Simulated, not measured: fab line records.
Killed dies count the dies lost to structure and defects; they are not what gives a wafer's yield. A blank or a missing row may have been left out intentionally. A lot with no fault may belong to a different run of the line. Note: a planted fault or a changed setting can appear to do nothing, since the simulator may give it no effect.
Which tool did it? | flow gf180mcu | 39 wafers from 13 lots sampled at 4 of the route's 602 steps

WHAT THE GAUGES READ, wafer by wafer
GF_PASSIVATION_THK_MEAS_03. Usual: PASSIVATION_CVD_02_THK typically reads 701 nm, with standard deviation 8.4.
lot  | measured     | on            | PASSIVATION_CVD_02_THK (nm) | flag
L514 | day 28 09:48 | film metro-04 | 688 697 704                 |
L515 | day 28 19:18 | film metro-01 | 698 706 702                 |
L517 | day 29 09:02 | film metro-01 | 696 698 709                 |
L518 | day 29 18:52 | film metro-04 | 689 687 702                 |
L521 | day 30 16:05 | film metro-04 | 696 706 719                 |
L523 | day 31 08:23 | film metro-04 | 711 701 714                 |
L524 | day 31 13:32 | film metro-04 | 706 696 705                 |
L525 | day 31 19:50 | film metro-03 | 693 714 704                 |
L526 | day 32 02:07 | film metro-01 | 709 694 716                 |
L529 | day 32 15:28 | film metro-01 | 697 706 706                 |
L532 | day 33 12:28 | film metro-01 | 696 701 687                 |
L535 | day 33 22:52 | film metro-03 | 698 712 714                 |
L536 | day 34 07:25 | film metro-03 | 685 688 699                 |

GF_PASSIVATION_BOW_MEAS_14. Usual: PASSIVATION_BOW typically reads 138 um, with standard deviation 9.2.
lot  | measured     | on            | PASSIVATION_BOW (um) | flag
L514 | day 29 07:16 | film metro-04 | 147 149 157          |
L515 | day 29 16:10 | film metro-04 | 142 135 145          |
L517 | day 30 05:11 | film metro-03 | 141 135 137          |
L518 | day 30 14:50 | film metro-04 | 132 124 124          |
L521 | day 31 11:01 | film metro-01 | 129 135 123          |
L523 | day 32 02:56 | film metro-04 | 154 151 144          |
L524 | day 32 09:14 | film metro-04 | 133 141 135          |
L525 | day 32 14:13 | film metro-04 | 136 142 141          |
L526 | day 32 20:22 | film metro-04 | 135 145 142          |
L529 | day 33 09:08 | film metro-01 | 128 136 127          |
L532 | day 34 06:28 | film metro-04 | 146 141 138          |
L535 | day 34 15:13 | film metro-01 | 145 155 147          |
L536 | day 34 23:09 | film metro-01 | 135 142 133          |

WHICH TOOL RAN EACH LOT (tool, then ch and the chambers of the sampled wafers, then the start)
lot  | GF_V1_SPUTTER_22             | GF_TOP_METAL_SPUTTER_03
L514 | pvd sputter-02, day 18 09:03 | pvd sputter-03, day 27 12:16
L515 | pvd sputter-01, day 18 19:51 | pvd sputter-02, day 27 21:44
L517 | pvd sputter-04, day 19 17:26 | pvd sputter-03, day 28 13:09
L518 | pvd sputter-02, day 20 05:54 | pvd sputter-02, day 28 22:37
L521 | pvd sputter-02, day 21 08:48 | pvd sputter-01, day 29 20:59
L523 | pvd sputter-02, day 22 04:57 | pvd sputter-01, day 30 13:44
L524 | pvd sputter-04, day 22 11:38 | pvd sputter-01, day 30 19:37
L525 | pvd sputter-01, day 22 20:26 | pvd sputter-01, day 31 01:43
L526 | pvd sputter-02, day 23 04:17 | pvd sputter-03, day 31 07:46
L529 | pvd sputter-04, day 24 00:16 | pvd sputter-02, day 31 21:46
L532 | pvd sputter-04, day 25 01:21 | pvd sputter-02, day 32 19:13
L535 | pvd sputter-04, day 25 17:38 | pvd sputter-03, day 33 06:23
L536 | pvd sputter-02, day 26 03:48 | pvd sputter-02, day 33 14:53
- GF_V1_SPUTTER_22: material TiN, target thk 10 nm, time 40 s.
- GF_TOP_METAL_SPUTTER_03: material Ti, target thk 5 nm, time 3.3 s.

AS READ BY THE TOOLS THEMSELVES (means over the sampled wafers that have a number; for cases with no such wafer, the mark the record gives instead)
GF_V1_SPUTTER_22. Usual: cathode dc power W 4000.1 W, standard deviation 0.71; throttle valve pct 29.7 %, standard deviation 0.71.
lot  | tool           | cathode dc power W (W) | throttle valve pct (%) | flag
L514 | pvd sputter-02 | 4000.8                 | 29.4                   |
L515 | pvd sputter-01 | 4000.9                 | 29.6                   |
L517 | pvd sputter-04 | 4000.3                 | 29.3                   |
L518 | pvd sputter-02 | 3999.7                 | 30.1                   |
L521 | pvd sputter-02 | 4000.6                 | 29.8                   |
L523 | pvd sputter-02 | 4000.0                 | 29.3                   |
L524 | pvd sputter-04 | 4000.2                 | 30.3                   |
L525 | pvd sputter-01 | 4000.2                 | 29.6                   |
L526 | pvd sputter-02 | 4000.4                 | 29.6                   |
L529 | pvd sputter-04 | 4000.0                 | 29.8                   |
L532 | pvd sputter-04 | 3999.9                 | 29.4                   |
L535 | pvd sputter-04 | 4000.0                 | 29.4                   |
L536 | pvd sputter-02 | 3999.5                 | 29.7                   |

GF_TOP_METAL_SPUTTER_03. Usual: cathode dc power W 3000.0 W, standard deviation 0.57; throttle valve pct 29.7 %, standard deviation 0.73.
lot  | tool           | cathode dc power W (W) | throttle valve pct (%) | flag
L514 | pvd sputter-03 | 3000.2                 | 30.0                   |
L515 | pvd sputter-02 | 3000.2                 | 29.3                   |
L517 | pvd sputter-03 | 2999.8                 | 29.6                   |
L518 | pvd sputter-02 | 3000.1                 | 29.6                   |
L521 | pvd sputter-01 | 2999.9                 | 29.1                   |
L523 | pvd sputter-01 | 2957.4                 | 29.8                   | OFF
L524 | pvd sputter-01 | 2956.9                 | 29.4                   | OFF
L525 | pvd sputter-01 | 2957.3                 | 29.1                   | OFF
L526 | pvd sputter-03 | 2999.8                 | 30.0                   |
L529 | pvd sputter-02 | 3000.2                 | 29.6                   |
L532 | pvd sputter-02 | 2999.8                 | 30.6                   |
L535 | pvd sputter-03 | 3000.1                 | 30.3                   |
L536 | pvd sputter-02 | 3000.2                 | 30.0                   |

THE ANSWER, worked out from the rows above alone
Rule: lot off if the mean of its wafers having a number is beyond 3 standard deviations from the usual mean. A lot without any number at a reading at which 4 lots or more have one is off too. The other lots that the step has rows for count as sound. The gauges are gone through in route order, then the tools' own readings, and for those a lot's mean is taken as printed above. The first step at which some lot is off is used, and at that step the reading that is off furthest; a lot without a number counts as furthest.
Off at GF_TOP_METAL_SPUTTER_03 (cathode dc power W): L523, L524, L525.
A tool fits if, at that step or a process step before it, it ran every lot that is off, and no sound lot after the first of them. One fits: GF_TOP_METAL_SPUTTER_03 on pvd sputter-01. Its last sound lot is L521 (day 29 20:59), its first lot that is off L523 (day 30 13:44): a fault that began between those two fits.
On the lots that are off, the tool's own readings at GF_TOP_METAL_SPUTTER_03 differ by more than 5 times the standard deviation of the sound lots' means, which bears it out; cathode dc power W reads 2957.2 W there versus 3000.0 W on the sound lots.

WHAT HAD BEEN PUT IN BY THE SIMULATOR
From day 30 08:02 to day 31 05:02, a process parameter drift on pvd sputter-01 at GF_TOP_METAL_SPUTTER_03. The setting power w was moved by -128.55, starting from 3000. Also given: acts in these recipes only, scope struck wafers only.
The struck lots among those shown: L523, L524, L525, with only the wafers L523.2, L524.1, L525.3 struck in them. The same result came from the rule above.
